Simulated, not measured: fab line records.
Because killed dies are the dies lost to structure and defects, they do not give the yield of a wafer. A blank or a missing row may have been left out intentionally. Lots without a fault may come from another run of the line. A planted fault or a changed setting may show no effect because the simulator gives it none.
The tool behind it: which one?    flow sky130    10 lots, 29 wafers sampled, at 6 steps of a route of 708

## WHAT THE GAUGES READ, wafer by wafer
SKY_VIA3_BOW_MEAS_03.
lot   measured      on             VIA3_BOW (um)
L891  day 38 15:01  film metro-02  87 75 78
L892  day 38 18:40  film metro-02  72 85 76
L893  day 39 02:35  film metro-01  76 72 87
L894  day 40 00:08  film metro-01  76 78 82
L896  day 40 05:54  film metro-02  73 75 58
L897  day 40 10:32  film metro-01  78 83 86
L901  day 41 13:38  film metro-01  73 86 80
L902  day 41 21:55  film metro-02  84 80 83
L910  day 44 09:34  film metro-02  73 77
L914  day 45 05:07  film metro-02  70 80 80

SKY_CAP2M_RS_MEAS_03: measures by four-point-probe.
lot   measured      on             CAP2M_TIN_RS (ohm/sq)
L891  day 39 17:38  film metro-04  6.97 7.01 6.96
L892  day 39 21:31  film metro-02  6.90 6.94 6.89
L893  day 40 05:01  film metro-04  6.91 6.95 6.89
L894  day 41 03:04  film metro-02  6.88 6.90 6.96
L896  day 41 08:19  film metro-02  6.91 6.92 6.87
L897  day 41 13:25  film metro-02  6.84 6.83 6.91
L901  day 42 14:20  film metro-02  6.93 6.95 6.99
L902  day 42 23:01  film metro-02  7.05 6.97 7.03
L910  day 45 09:24  film metro-02  6.95 7.60
L914  day 46 03:55  film metro-02  6.94 6.97 6.86

SKY_CAP2M_THK_MEAS_04: measures by xrf.
lot   measured      on             CAP2M_TIN_THK (nm)
L891  day 39 17:46  film metro-04  197.1 196.2 197.2
L892  day 39 21:37  film metro-02  198.8 197.9 198.8
L893  day 40 05:08  film metro-04  199.1 197.2 197.9
L894  day 41 03:10  film metro-02  198.9 199.1 196.5
L896  day 41 08:26  film metro-02  199.2 198.5 198.5
L897  day 41 13:31  film metro-02  200.1 201.6 198.7
L901  day 42 14:28  film metro-02  198.6 197.6 196.4
L902  day 42 23:08  film metro-02  195.6 197.4 195.3
L910  day 45 09:31  film metro-02  195.6 180.4
L914  day 46 04:00  film metro-02  199.4 198.8 200.3

## WHICH TOOL RAN EACH LOT (tool, then ch and the chambers of the sampled wafers, then the start)
lot   SKY_METAL3_STRIP_19                   SKY_VIA3_CMP_02                SKY_CAP2M_SPUTTER_02
L891  plasma asher-01 ch 0,1, day 38 13:53  cmp-01 ch 0,1,2, day 38 14:43  pvd sputter-03, day 39 17:32
L892  plasma asher-01 ch 0, day 38 17:26    cmp-02 ch 0,2, day 38 18:20    pvd sputter-03, day 39 21:23
L893  plasma asher-02 ch 0,1, day 39 01:25  cmp-02 ch 0,1,2, day 39 02:23  pvd sputter-04, day 40 04:55
L894  plasma asher-01 ch 0,1, day 39 23:01  cmp-01 ch 2,3, day 39 23:48    pvd sputter-03, day 41 02:55
L896  plasma asher-03 ch 0,1, day 40 04:46  cmp-02 ch 1,2, day 40 05:36    pvd sputter-03, day 41 08:12
L897  plasma asher-03 ch 0,1, day 40 09:25  cmp-02 ch 0,2,3, day 40 10:18  pvd sputter-04, day 41 13:16
L901  plasma asher-02 ch 0,1, day 41 12:31  cmp-02 ch 1,3, day 41 13:20    pvd sputter-03, day 42 14:14
L902  plasma asher-01 ch 0, day 41 20:42    cmp-01 ch 0,3, day 41 21:35    pvd sputter-04, day 42 22:53
L910  plasma asher-02 ch 0,1, day 44 08:21  cmp-02 ch 0, day 44 09:19      pvd sputter-04, day 45 09:17
L914  plasma asher-01 ch 0,1, day 45 03:56  cmp-01 ch 0,3, day 45 04:45    pvd sputter-01, day 46 03:48
- SKY_METAL3_STRIP_19: strips in O2/N2.
- SKY_VIA3_CMP_02: polishes SiO2.
- SKY_CAP2M_SPUTTER_02: material TiN, target thk 200 nm, time 166.7 s.

## AS READ BY THE TOOLS THEMSELVES (means over the sampled wafers that have a number; for cases with no such wafer, the mark the record gives instead)
SKY_METAL3_STRIP_19.
lot   tool             drypump motor current A (A)  o2 flow sccm (sccm)  oes product au (a.u.)  strip time to endpoint s (s)
L891  plasma asher-01  5.7                          3008                 0.494                  6.34
L892  plasma asher-01  5.5                          2998                 0.509                  6.66
L893  plasma asher-02  5.9                          3007                 0.503                  6.54
L894  plasma asher-01  5.6                          3005                 0.504                  6.65
L896  plasma asher-03  5.1                          3002                 0.508                  6.66
L897  plasma asher-03  5.0                          2995                 0.499                  6.43
L901  plasma asher-02  5.9                          3001                 0.509                  6.74
L902  plasma asher-01  5.5                          3001                 0.506                  6.70
L910  plasma asher-02  5.8                          3011                 0.499                  6.62
L914  plasma asher-01  5.7                          3002                 0.502                  6.63

SKY_VIA3_CMP_02.
lot   tool    motor current A (A)  slurry filter dp kPa (kPa)
L891  cmp-01  10.8                 13.56
L892  cmp-02  10.3                 13.55
L893  cmp-02  10.6                 13.55
L894  cmp-01  11.0                 13.51
L896  cmp-02  11.4                 13.38
L897  cmp-02  10.2                 13.54
L901  cmp-02  11.3                 13.61
L902  cmp-01  10.5                 13.64
L910  cmp-02  10.3                 13.50
L914  cmp-01  10.7                 13.51

SKY_CAP2M_SPUTTER_02.
lot   tool            throttle valve pct (%)
L891  pvd sputter-03  29.5
L892  pvd sputter-03  29.8
L893  pvd sputter-04  29.7
L894  pvd sputter-03  29.8
L896  pvd sputter-03  29.9
L897  pvd sputter-04  30.5
L901  pvd sputter-03  30.1
L902  pvd sputter-04  30.6
L910  pvd sputter-04  29.5
L914  pvd sputter-01  30.5

## THE ANSWER, worked out from the rows above alone
Rule: the lots themselves supply what counts as usual. The widest of any qualifying gaps counts: lots, ordered by their means at a reading, are off when they make up no more than a third of the lots, leave a main group of 4 or more, and stand apart from it by 3 or more times the standard deviation of that group's means. A main group whose means are all the same, to the digits that the tables above print for the reading, isn't used. A lot without any number at a reading at which 4 lots or more have one is off too. Where the step has rows for the other lots, those lots are counted as sound. Order of review: gauges by route order, followed by the tools' own readings, for which a lot's mean as printed above is used. At the first step where some lot is off, the reading lying furthest off is the one used; lots without a number count as furthest.
Off: at SKY_CAP2M_RS_MEAS_03 (CAP2M_TIN_RS), L910. Main group: mean 6.93 ohm/sq, sd 0.044.
A tool fits if, at a process step before that reading, it ran every lot that is off, and no sound lot after the first of them. Those tools and the gauges at SKY_CAP2M_RS_MEAS_03 are tried in the same way. Can't be told from this: 3 tools fit, plasma asher-02 at SKY_METAL3_STRIP_19, cmp-02 at SKY_VIA3_CMP_02, pvd sputter-04 at SKY_CAP2M_SPUTTER_02.

## WHAT THE SIMULATOR PUT IN
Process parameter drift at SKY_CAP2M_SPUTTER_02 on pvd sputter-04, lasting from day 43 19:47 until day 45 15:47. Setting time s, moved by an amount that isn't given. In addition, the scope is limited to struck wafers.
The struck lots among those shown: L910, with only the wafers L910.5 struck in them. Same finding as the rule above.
